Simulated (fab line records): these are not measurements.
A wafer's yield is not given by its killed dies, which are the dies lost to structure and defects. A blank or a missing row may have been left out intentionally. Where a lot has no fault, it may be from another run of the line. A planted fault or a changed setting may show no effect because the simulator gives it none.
What tool caused it? || flow gf180mcu || 6 lots, 18 wafers sampled, at 1 step of a route of 602

## WHAT THE GAUGES SHOWED, per wafer
GF_SAB_OVL_MEAS_10.
{"lot": "L998", "measured": "day 15 21:10", "on": "overlay-02", "SAB_OVL (nm)": "0.2 0.6 -0.9"}
{"lot": "L104", "measured": "day 18 01:22", "on": "overlay-01", "SAB_OVL (nm)": "1.4 1.3 1.6"}
{"lot": "L108", "measured": "day 19 13:40", "on": "overlay-01", "SAB_OVL (nm)": "1.6 0.5 0.2"}
{"lot": "L111", "measured": "day 20 15:16", "on": "overlay-02", "SAB_OVL (nm)": "2.9 0.5 2.7"}
{"lot": "L114", "measured": "day 21 18:39", "on": "overlay-01", "SAB_OVL (nm)": "2.3 1.7 2.1"}
{"lot": "L116", "measured": "day 22 04:31", "on": "overlay-02", "SAB_OVL (nm)": "-1.2 -0.2 -0.4"}

## WHAT TOOL EACH LOT RAN ON (gives the tool, then ch and the chambers of the sampled wafers, and finally the start)
Before these readings, the record contains no process step.

## THE ANSWER, worked out from the rows above alone
Rule: usual is defined by the lots themselves. The widest of any qualifying gaps counts: lots, ordered by their means at a reading, are off when they make up no more than a third of the lots, leave a main group of 4 or more, and stand apart from it by 3 or more times the standard deviation of that group's means. A main group whose means are all the same, to the digits that the tables above print for the reading, isn't used. Also off: a lot with no number at a reading for which 4 or more lots have one. All remaining lots with rows at the step are treated as sound.
None of the lots is off at any reading shown; this tells nothing.

## WHAT WAS PUT IN BY THE SIMULATOR
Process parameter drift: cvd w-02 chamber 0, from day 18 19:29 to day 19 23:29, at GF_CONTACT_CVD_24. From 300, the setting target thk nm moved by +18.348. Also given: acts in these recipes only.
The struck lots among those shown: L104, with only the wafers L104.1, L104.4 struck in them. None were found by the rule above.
